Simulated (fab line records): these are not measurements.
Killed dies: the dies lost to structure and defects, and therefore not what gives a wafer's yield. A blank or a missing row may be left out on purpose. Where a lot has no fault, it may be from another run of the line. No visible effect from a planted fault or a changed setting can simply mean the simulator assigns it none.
What tool caused it? / flow gf180mcu / Sampling: 13 lots, 39 wafers, 4 of 602 route steps

## WHAT THE GAUGES READ, wafer by wafer
GF_HV_LDD_TW_MEAS_50.
lot=L799; measured=day 12 03:10; on=filmMetro-02; HV_LDD_4_TW=572 568 572
lot=L801; measured=day 12 22:52; on=filmMetro-02; HV_LDD_4_TW=568 570 571
lot=L803; measured=day 13 14:28; on=filmMetro-01; HV_LDD_4_TW=564 564 563
lot=L805; measured=day 14 05:08; on=filmMetro-02; HV_LDD_4_TW=568 567 567
lot=L808; measured=day 15 10:29; on=filmMetro-02; HV_LDD_4_TW=564 566 564
lot=L811; measured=day 16 13:17; on=filmMetro-04; HV_LDD_4_TW=573 576 570
lot=L814; measured=day 17 14:28; on=filmMetro-01; HV_LDD_4_TW=566 567 567
lot=L815; measured=day 17 22:58; on=filmMetro-01; HV_LDD_4_TW=568 567 569
lot=L817; measured=day 18 15:34; on=filmMetro-01; HV_LDD_4_TW=569 566 572
lot=L818; measured=day 18 20:08; on=filmMetro-04; HV_LDD_4_TW=572 571 573
lot=L819; measured=day 19 04:52; on=filmMetro-02; HV_LDD_4_TW=570 568 568
lot=L821; measured=day 19 23:05; on=filmMetro-01; HV_LDD_4_TW=566 569 568
lot=L822; measured=day 20 09:04; on=filmMetro-02; HV_LDD_4_TW=569 570 570

## TOOL THAT RAN EACH LOT (tool first, then ch and the chambers of the sampled wafers, then the start)
lot=L799; GF_POLY_GATE_ETCH_12=rieDiel-02 ch 0,1,3, day 9 00:46; GF_HV_LDD_IMPLANT_33=implanter-01 ch 0, day 11 07:04; GF_HV_LDD_STRIP_37=plasmaAsher-02 ch 0,1, day 11 07:40
lot=L801; GF_POLY_GATE_ETCH_12=rieDiel-02 ch 0,2,3, day 9 18:16; GF_HV_LDD_IMPLANT_33=implanter-03 ch 0, day 12 02:37; GF_HV_LDD_STRIP_37=plasmaAsher-01 ch 0,1, day 12 03:13
lot=L803; GF_POLY_GATE_ETCH_12=rieDiel-02 ch 1,2,3, day 10 06:55; GF_HV_LDD_IMPLANT_33=implanter-03 ch 0, day 12 16:58; GF_HV_LDD_STRIP_37=plasmaAsher-02 ch 0,1, day 12 17:34
lot=L805; GF_POLY_GATE_ETCH_12=rieDiel-03 ch 0,2,3, day 10 18:46; GF_HV_LDD_IMPLANT_33=implanter-01 ch 0, day 13 08:04; GF_HV_LDD_STRIP_37=plasmaAsher-03 ch 0,1, day 13 08:38
lot=L808; GF_POLY_GATE_ETCH_12=rieDiel-03 ch 0,1,3, day 11 20:25; GF_HV_LDD_IMPLANT_33=implanter-01 ch 0, day 14 12:25; GF_HV_LDD_STRIP_37=plasmaAsher-03 ch 0,1, day 14 12:59
lot=L811; GF_POLY_GATE_ETCH_12=rieDiel-04 ch 1,2, day 12 21:16; GF_HV_LDD_IMPLANT_33=implanter-01 ch 0, day 15 14:28; GF_HV_LDD_STRIP_37=plasmaAsher-01 ch 0,1, day 15 15:02
lot=L814; GF_POLY_GATE_ETCH_12=rieDiel-03 ch 0,1,3, day 13 17:25; GF_HV_LDD_IMPLANT_33=implanter-02 ch 0, day 16 15:29; GF_HV_LDD_STRIP_37=plasmaAsher-01 ch 0,1, day 16 16:04
lot=L815; GF_POLY_GATE_ETCH_12=rieDiel-04 ch 1,2, day 13 23:07; GF_HV_LDD_IMPLANT_33=implanter-03 ch 0, day 16 22:49; GF_HV_LDD_STRIP_37=plasmaAsher-03 ch 0,1, day 16 23:25
lot=L817; GF_POLY_GATE_ETCH_12=rieDiel-03 ch 1,3, day 14 15:55; GF_HV_LDD_IMPLANT_33=implanter-02 ch 0, day 17 15:28; GF_HV_LDD_STRIP_37=plasmaAsher-02 ch 0,1, day 17 16:04
lot=L818; GF_POLY_GATE_ETCH_12=rieDiel-03 ch 0,1,2, day 14 23:01; GF_HV_LDD_IMPLANT_33=implanter-03 ch 0, day 17 20:17; GF_HV_LDD_STRIP_37=plasmaAsher-02 ch 0,1, day 17 20:52
lot=L819; GF_POLY_GATE_ETCH_12=rieDiel-02 ch 1,2,3, day 15 06:52; GF_HV_LDD_IMPLANT_33=implanter-03 ch 0, day 18 03:59; GF_HV_LDD_STRIP_37=plasmaAsher-01 ch 0,1, day 18 04:34
lot=L821; GF_POLY_GATE_ETCH_12=rieDiel-02 ch 0,1,3, day 15 21:46; GF_HV_LDD_IMPLANT_33=implanter-02 ch 0, day 18 21:20; GF_HV_LDD_STRIP_37=plasmaAsher-01 ch 1, day 18 21:55
lot=L822; GF_POLY_GATE_ETCH_12=rieDiel-03 ch 0,3, day 16 07:28; GF_HV_LDD_IMPLANT_33=implanter-03 ch 0, day 19 07:31; GF_HV_LDD_STRIP_37=plasmaAsher-02 ch 0,1, day 19 08:07
- GF_POLY_GATE_ETCH_12: etches BARC in N2/H2.
- GF_HV_LDD_IMPLANT_33
- GF_HV_LDD_STRIP_37: strips in O2/N2.

## WHAT THE TOOLS THEMSELVES READ (means of the sampled wafers that have a number; where no wafer has one, the mark that the record gives instead)
GF_POLY_GATE_ETCH_12.
lot=L799; tool=rieDiel-02; drypumpMotorCurrentA (A)=5.9; oesProductAu (a.u.)=0.737; throttleValvePct (%)=13.207
lot=L801; tool=rieDiel-02; drypumpMotorCurrentA (A)=5.6; oesProductAu (a.u.)=0.737; throttleValvePct (%)=13.218
lot=L803; tool=rieDiel-02; drypumpMotorCurrentA (A)=5.5; oesProductAu (a.u.)=0.732; throttleValvePct (%)=13.212
lot=L805; tool=rieDiel-03; drypumpMotorCurrentA (A)=6.1; oesProductAu (a.u.)=0.733; throttleValvePct (%)=13.210
lot=L808; tool=rieDiel-03; drypumpMotorCurrentA (A)=6.2; oesProductAu (a.u.)=0.731; throttleValvePct (%)=13.213
lot=L811; tool=rieDiel-04; drypumpMotorCurrentA (A)=5.0; oesProductAu (a.u.)=0.729; throttleValvePct (%)=13.215
lot=L814; tool=rieDiel-03; drypumpMotorCurrentA (A)=6.2; oesProductAu (a.u.)=0.739; throttleValvePct (%)=13.209
lot=L815; tool=rieDiel-04; drypumpMotorCurrentA (A)=4.9; oesProductAu (a.u.)=0.731; throttleValvePct (%)=13.215
lot=L817; tool=rieDiel-03; drypumpMotorCurrentA (A)=6.3; oesProductAu (a.u.)=0.735; throttleValvePct (%)=13.218
lot=L818; tool=rieDiel-03; drypumpMotorCurrentA (A)=5.8; oesProductAu (a.u.)=0.738; throttleValvePct (%)=13.209
lot=L819; tool=rieDiel-02; drypumpMotorCurrentA (A)=5.5; oesProductAu (a.u.)=0.735; throttleValvePct (%)=13.224
lot=L821; tool=rieDiel-02; drypumpMotorCurrentA (A)=5.9; oesProductAu (a.u.)=0.735; throttleValvePct (%)=13.212
lot=L822; tool=rieDiel-03; drypumpMotorCurrentA (A)=6.5; oesProductAu (a.u.)=0.738; throttleValvePct (%)=13.207

GF_HV_LDD_IMPLANT_33.
lot=L799; tool=implanter-01; doseIonsCm2=7.5e+12; endStationPressureTorr (Torr)=5.00e-06; faradayCurrentUA=42.9
lot=L801; tool=implanter-03; doseIonsCm2=7.5e+12; endStationPressureTorr (Torr)=4.97e-06; faradayCurrentUA=41.9
lot=L803; tool=implanter-03; doseIonsCm2=7.5e+12; endStationPressureTorr (Torr)=4.96e-06; faradayCurrentUA=41.9
lot=L805; tool=implanter-01; doseIonsCm2=7.5e+12; endStationPressureTorr (Torr)=4.96e-06; faradayCurrentUA=42.6
lot=L808; tool=implanter-01; doseIonsCm2=7.8e+12; endStationPressureTorr (Torr)=5.18e-06; faradayCurrentUA=44.8
lot=L811; tool=implanter-01; doseIonsCm2=7.8e+12; endStationPressureTorr (Torr)=4.93e-06; faradayCurrentUA=44.5
lot=L814; tool=implanter-02; doseIonsCm2=7.5e+12; endStationPressureTorr (Torr)=4.85e-06; faradayCurrentUA=43.1
lot=L815; tool=implanter-03; doseIonsCm2=7.5e+12; endStationPressureTorr (Torr)=4.89e-06; faradayCurrentUA=41.8
lot=L817; tool=implanter-02; doseIonsCm2=7.5e+12; endStationPressureTorr (Torr)=5.19e-06; faradayCurrentUA=42.2
lot=L818; tool=implanter-03; doseIonsCm2=7.5e+12; endStationPressureTorr (Torr)=5.16e-06; faradayCurrentUA=42.0
lot=L819; tool=implanter-03; doseIonsCm2=7.5e+12; endStationPressureTorr (Torr)=4.97e-06; faradayCurrentUA=42.6
lot=L821; tool=implanter-02; doseIonsCm2=7.5e+12; endStationPressureTorr (Torr)=4.82e-06; faradayCurrentUA=43.7
lot=L822; tool=implanter-03; doseIonsCm2=7.5e+12; endStationPressureTorr (Torr)=5.13e-06; faradayCurrentUA=42.5

GF_HV_LDD_STRIP_37.
lot=L799; tool=plasmaAsher-02; drypumpMotorCurrentA (A)=5.7; heaterPowerW (W)=313; oesProductAu (a.u.)=0.719; stripTimeToEndpointS (s)=12.64
lot=L801; tool=plasmaAsher-01; drypumpMotorCurrentA (A)=6.1; heaterPowerW (W)=280; oesProductAu (a.u.)=0.715; stripTimeToEndpointS (s)=12.63
lot=L803; tool=plasmaAsher-02; drypumpMotorCurrentA (A)=5.6; heaterPowerW (W)=316; oesProductAu (a.u.)=0.714; stripTimeToEndpointS (s)=12.60
lot=L805; tool=plasmaAsher-03; drypumpMotorCurrentA (A)=5.7; heaterPowerW (W)=336; oesProductAu (a.u.)=0.713; stripTimeToEndpointS (s)=12.62
lot=L808; tool=plasmaAsher-03; drypumpMotorCurrentA (A)=5.7; heaterPowerW (W)=326; oesProductAu (a.u.)=0.715; stripTimeToEndpointS (s)=12.63
lot=L811; tool=plasmaAsher-01; drypumpMotorCurrentA (A)=5.8; heaterPowerW (W)=282; oesProductAu (a.u.)=0.720; stripTimeToEndpointS (s)=12.67
lot=L814; tool=plasmaAsher-01; drypumpMotorCurrentA (A)=6.1; heaterPowerW (W)=282; oesProductAu (a.u.)=0.720; stripTimeToEndpointS (s)=12.64
lot=L815; tool=plasmaAsher-03; drypumpMotorCurrentA (A)=6.2; heaterPowerW (W)=348; oesProductAu (a.u.)=0.713; stripTimeToEndpointS (s)=12.67
lot=L817; tool=plasmaAsher-02; drypumpMotorCurrentA (A)=5.6; heaterPowerW (W)=313; oesProductAu (a.u.)=0.722; stripTimeToEndpointS (s)=12.64
lot=L818; tool=plasmaAsher-02; drypumpMotorCurrentA (A)=5.6; heaterPowerW (W)=312; oesProductAu (a.u.)=0.717; stripTimeToEndpointS (s)=12.67
lot=L819; tool=plasmaAsher-01; drypumpMotorCurrentA (A)=6.1; heaterPowerW (W)=279; oesProductAu (a.u.)=0.715; stripTimeToEndpointS (s)=12.64
lot=L821; tool=plasmaAsher-01; drypumpMotorCurrentA (A)=6.4; heaterPowerW (W)=279; oesProductAu (a.u.)=0.715; stripTimeToEndpointS (s)=12.66
lot=L822; tool=plasmaAsher-02; drypumpMotorCurrentA (A)=5.7; heaterPowerW (W)=312; oesProductAu (a.u.)=0.715; stripTimeToEndpointS (s)=12.67

## THE ANSWER, worked out from the rows above alone
Rule: usual is defined by the lots themselves. Put in order of their means at a reading, lots are off if they are a third of the lots or fewer, leave a main group of 4 or more, and stand apart from it by a gap of 3 or more times the standard deviation of the main group's means; of several such gaps the widest counts. A main group is skipped when, at the precision printed for the reading in the tables above, its means are all equal. Also off: a lot with no number at a reading for which 4 or more lots have one. Where the step has rows for the other lots, those lots are counted as sound. First the gauges in route order, then the tools' own readings, where a lot's mean is used as printed above. The first step at which some lot is off is used, and at that step the reading that is off furthest; a lot without a number counts as furthest.
No lot is off at any reading shown: from this, nothing can be told.

## WHAT THE SIMULATOR PUT IN
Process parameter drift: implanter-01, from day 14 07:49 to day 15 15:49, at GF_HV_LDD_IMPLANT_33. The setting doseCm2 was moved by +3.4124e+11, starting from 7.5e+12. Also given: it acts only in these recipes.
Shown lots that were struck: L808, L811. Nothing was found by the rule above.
